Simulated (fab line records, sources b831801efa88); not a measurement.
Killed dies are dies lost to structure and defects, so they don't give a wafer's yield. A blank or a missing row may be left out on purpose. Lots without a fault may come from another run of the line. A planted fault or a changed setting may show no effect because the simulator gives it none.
Which tool did it? | flow sky130 | 12 lots, 34 wafers sampled, at 5 steps of a route of 708

WHAT THE GAUGES READ, wafer by wafer
SKY_LDD_HVN_OVL_MEAS_07.
lot  | measured     | on         | LDD_HVN_OVL (nm)
L275 | day 21 03:12 | overlay-01 | -0.1 1.1 0.2
L278 | day 21 10:26 | overlay-01 | -1.2 -0.4 -0.3
L280 | day 21 19:31 | overlay-02 | 2.0 1.2 0.6
L279 | day 21 21:07 | overlay-02 | 1.4 0.6 3.0
L283 | day 23 12:30 | overlay-02 | 1.8 2.8 0.2
L284 | day 24 01:19 | overlay-01 | -0.2 -0.4 -1.9
L285 | day 24 11:57 | overlay-02 | -0.1 -1.0 0.7
L287 | day 24 20:41 | overlay-02 | 1.4 -0.5 1.0
L288 | day 24 22:32 | overlay-01 | 1.1 1.1 3.0
L291 | day 26 00:22 | overlay-01 | -1.1 -0.3
L294 | day 27 00:16 | overlay-02 | 1.2 2.2
L298 | day 28 03:46 | overlay-01 | -0.5 2.0 0.1

SKY_SD_N_TW_MEAS_12.
lot  | measured     | on            | SD_N_TW
L275 | day 28 16:11 | film_metro-04 | 3942 3965 3984
L278 | day 28 23:14 | film_metro-03 | 3992 3980 3987
L280 | day 29 07:52 | film_metro-03 | 4013 3999 4015
L279 | day 29 11:59 | film_metro-04 | 3953 3984 3967
L283 | day 30 23:00 | film_metro-03 | 3968 3996 4000
L284 | day 31 10:04 | film_metro-04 | 3987 4008 3991
L285 | day 31 21:03 | film_metro-04 | 4015 4030 4018
L287 | day 32 05:39 | film_metro-01 | 4044 4012 4018
L288 | day 32 07:31 | film_metro-04 | 3987 3988 3990
L291 | day 33 06:28 | film_metro-01 | 4019 4029
L294 | day 34 02:54 | film_metro-03 | 3995 4000
L298 | day 35 03:25 | film_metro-04 | 4015 3983 4006

SKY_VIA1_CD_MEAS_12: target cd 150 nm.
lot  | measured     | on        | cd_nm (nm)
L275 | day 34 16:56 | cd_sem-02 | 148.2 147.3 149.1
L278 | day 35 00:59 | cd_sem-01 | 148.2 149.2 149.3
L280 | day 35 07:23 | cd_sem-02 | 150.9 150.0 149.1
L279 | day 35 11:50 | cd_sem-01 | 149.8 149.7 151.0
L283 | day 36 18:44 | cd_sem-02 | 150.2 150.2 150.0
L284 | day 37 04:53 | cd_sem-02 | 151.7 152.1 152.4
L285 | day 37 16:08 | cd_sem-02 | 146.1 149.4 146.6
L287 | day 37 23:12 | cd_sem-02 | 152.5 152.1 153.9
L288 | day 38 00:36 | cd_sem-01 | 151.2 152.4 151.5
L291 | day 38 23:50 | cd_sem-01 | 37.3 151.3
L294 | day 39 22:01 | cd_sem-01 | 32.9 150.1
L298 | day 40 16:09 | cd_sem-02 | 149.8 149.9 150.0

WHICH TOOL RAN EACH LOT (tool, then ch and the chambers of the sampled wafers, then the start)
lot  | SKY_POLY_CUT_ETCH_10               | SKY_VIA1_EXPOSE_09
L275 | rie_diel-04 ch 2,3, day 24 23:38   | krf_scanner-01 ch 0, day 34 04:45
L278 | rie_diel-02 ch 0,2,3, day 25 08:00 | krf_scanner-02 ch 0, day 34 11:47
L280 | rie_diel-02 ch 0,2,3, day 25 16:51 | krf_scanner-01 ch 0, day 34 18:07
L279 | rie_diel-02 ch 0,1,2, day 25 20:17 | krf_scanner-02 ch 0, day 34 22:24
L283 | rie_diel-02 ch 1,2, day 27 08:05   | krf_scanner-01 ch 0, day 36 06:33
L284 | rie_diel-02 ch 1,2, day 27 18:51   | krf_scanner-02 ch 0, day 36 17:07
L285 | rie_diel-02 ch 0,1,3, day 28 08:12 | krf_scanner-01 ch 0, day 37 03:34
L287 | rie_diel-02 ch 0,1,3, day 28 15:59 | krf_scanner-01 ch 0, day 37 10:45
L288 | rie_diel-02 ch 1,2,3, day 28 17:35 | krf_scanner-02 ch 0, day 37 12:32
L291 | rie_diel-04 ch 1,2, day 29 18:17   | krf_scanner-01 ch 0, day 38 11:05
L294 | rie_diel-04 ch 0,1, day 30 16:25   | krf_scanner-01 ch 0, day 39 09:23
L298 | rie_diel-02 ch 0,3, day 31 18:50   | krf_scanner-02 ch 0, day 40 03:55
- SKY_POLY_CUT_ETCH_10: etches BARC in N2/H2, stops on SiO2, time 45.9 s, target depth 60 nm.
- SKY_VIA1_EXPOSE_09: exposes mask VIM, target cd 150 nm.

WHAT THE TOOLS THEMSELVES READ (means of the sampled wafers that have a number; where no wafer has one, the mark that the record gives instead)
SKY_POLY_CUT_ETCH_10.
lot  | tool        | drypump_motor_current_A (A) | oes_product_au (a.u.) | throttle_valve_pct (%)
L275 | rie_diel-04 | 5.4                         | 0.857                 | 13.229
L278 | rie_diel-02 | 5.8                         | 0.851                 | 13.231
L280 | rie_diel-02 | 5.9                         | 0.851                 | 13.229
L279 | rie_diel-02 | 5.8                         | 0.850                 | 13.213
L283 | rie_diel-02 | 5.7                         | 0.854                 | 13.223
L284 | rie_diel-02 | 5.7                         | 0.857                 | 13.223
L285 | rie_diel-02 | 6.0                         | 0.855                 | 13.219
L287 | rie_diel-02 | 6.0                         | 0.854                 | 13.230
L288 | rie_diel-02 | 5.8                         | 0.858                 | 13.230
L291 | rie_diel-04 | 6.1                         | 0.857                 | 13.226
L294 | rie_diel-04 | 6.3                         | 0.861                 | 13.229
L298 | rie_diel-02 | 6.0                         | 0.856                 | 13.232

THE ANSWER, worked out from the rows above alone
Rule: what is usual is taken from the lots themselves. Put in order of their means at a reading, lots are off if they are a third of the lots or fewer, leave a main group of 4 or more, and stand apart from it by a gap of 3 or more times the standard deviation of the main group's means; of several such gaps the widest counts. A main group whose means are all the same, to the digits that the tables above print for the reading, isn't used. A lot without any number at a reading at which 4 lots or more have one is off too. The other lots that the step has rows for count as sound. The gauges are gone through in route order, then the tools' own readings, and for those a lot's mean is taken as printed above. The first step at which some lot is off is used, and at that step the reading that is off furthest; a lot without a number counts as furthest.
Off: L291, L294, at SKY_VIA1_CD_MEAS_12 (cd_nm). The main group: mean 150.1 nm, standard deviation 1.6.
A tool fits if, at a process step before that reading, it ran every lot that is off, and no sound lot after the first of them. The gauges at SKY_VIA1_CD_MEAS_12 are tried like those tools. Can't be told from this: 3 tools fit, rie_diel-04 at SKY_POLY_CUT_ETCH_10, krf_scanner-01 at SKY_VIA1_EXPOSE_09, cd_sem-01 at SKY_VIA1_CD_MEAS_12.

WHAT THE SIMULATOR HAD PUT IN
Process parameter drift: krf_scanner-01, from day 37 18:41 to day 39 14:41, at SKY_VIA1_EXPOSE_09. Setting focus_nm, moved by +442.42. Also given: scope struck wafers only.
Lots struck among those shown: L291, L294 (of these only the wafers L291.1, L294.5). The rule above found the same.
